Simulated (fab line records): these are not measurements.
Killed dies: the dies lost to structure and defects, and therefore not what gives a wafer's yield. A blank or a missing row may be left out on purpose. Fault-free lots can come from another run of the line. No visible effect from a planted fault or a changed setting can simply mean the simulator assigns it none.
The same fault as seen by 2 desks -- flow sfq-line -- what lay behind the numbers comes last; until then each desk has only its own

== FROM THE METROLOGY DESK ==
Lot by lot, what the gauges showed, no matter which tool ran the lot: averages of those sampled wafers that carry a number. Any lot whose mean is over 4 standard deviations away from the usual mean is out of limits and marked OUT; that distance is given in the brackets.
Columns: A = R5_MONX_RS at SFQ_R5_RS_MEAS_933, usual 7.04 ohm/sq; B = R5_MONX_THK at SFQ_R5_THK_MEAS_934, usual 39.9 nm
lot,first seen here,A,B
L986,day 60 21:54,6.91,40.4
L988,day 61 03:58,6.92,40.5
L989,day 61 09:58,6.97,40.2
L990,day 61 12:54,6.79,42.0
L992,day 61 19:14,6.65 (-4.5) OUT,42.7 (+4.6) OUT
L995,day 62 03:54,7.07,39.7
L999,day 62 17:16,7.16,39.1
L100,day 65 06:47,7.02,40.4
L101,day 65 11:30,7.09,39.3
L102,day 65 12:46,7.20,39.4
L103,day 65 18:47,7.09,39.4
L104,day 67 12:46,7.01,39.6
L105,day 68 03:19,7.07,40.2
L107,day 68 15:26,7.05,40.5
This desk finds L992 out of limits, with the earliest case on L992 at day 61 19:14 (R5_MONX_RS at SFQ_R5_RS_MEAS_933). L986, L988, L989, L990, L995, L999, L100, L101, L102, L103, L104, L105, L107 stayed within limits.

== THE TOOL OWNER'S DESK: pvd-sputter-05 ==
The tool's own readings at SFQ_TRILAYER_R5_DEP_SPUTTER_133 (material MoNx, target thk 40 nm, time 66.7 s): means of the sampled wafers that have a number, for each lot that ran on this tool. Any lot whose mean is over 4 standard deviations away from the usual mean is out of limits and marked OUT; that distance is given in the brackets.
Columns: A = cathode-dc-power-W at SFQ_TRILAYER_R5_DEP_SPUTTER_133, usual 999.99 W; B = throttle-valve-pct at SFQ_TRILAYER_R5_DEP_SPUTTER_133, usual 30.2 %
lot,first seen here,A,B
L986,day 60 21:49,999.91,30.3
L988,day 61 03:49,1000.04,29.7
L990,day 61 12:49,1043.87 (+99 or more) OUT,29.8
L992,day 61 19:08,1043.90 (+99 or more) OUT,30.2
L101,day 65 11:26,999.94,29.8
L103,day 65 18:41,999.93,30.3
L104,day 67 12:41,999.84,30.3
This desk's finding: out of limits on L990, L992; first on L990, day 61 12:49 (cathode-dc-power-W at SFQ_TRILAYER_R5_DEP_SPUTTER_133). L986, L988, L101, L103, L104 stayed within limits.

== ALL TOGETHER ==
The tool owner's desk could have raised an alarm at day 61 12:49, on L990, L992.
An alarm was possible from the metrology desk at day 61 19:14, on L992.
The metrology desk holds a record of L990, inside its limits.
The lots listed all ran SFQ_TRILAYER_R5_DEP_SPUTTER_133 on pvd-sputter-05.

== WHAT THE SIMULATOR PUT IN ==
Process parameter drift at SFQ_TRILAYER_R5_DEP_SPUTTER_133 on pvd-sputter-05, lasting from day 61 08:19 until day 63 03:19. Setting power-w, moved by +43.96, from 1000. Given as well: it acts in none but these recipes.
Lots struck among those shown: L990, L992.
Fault start to first reading out of limits, in hours, per desk: tool owner, 4; metrology, 11.
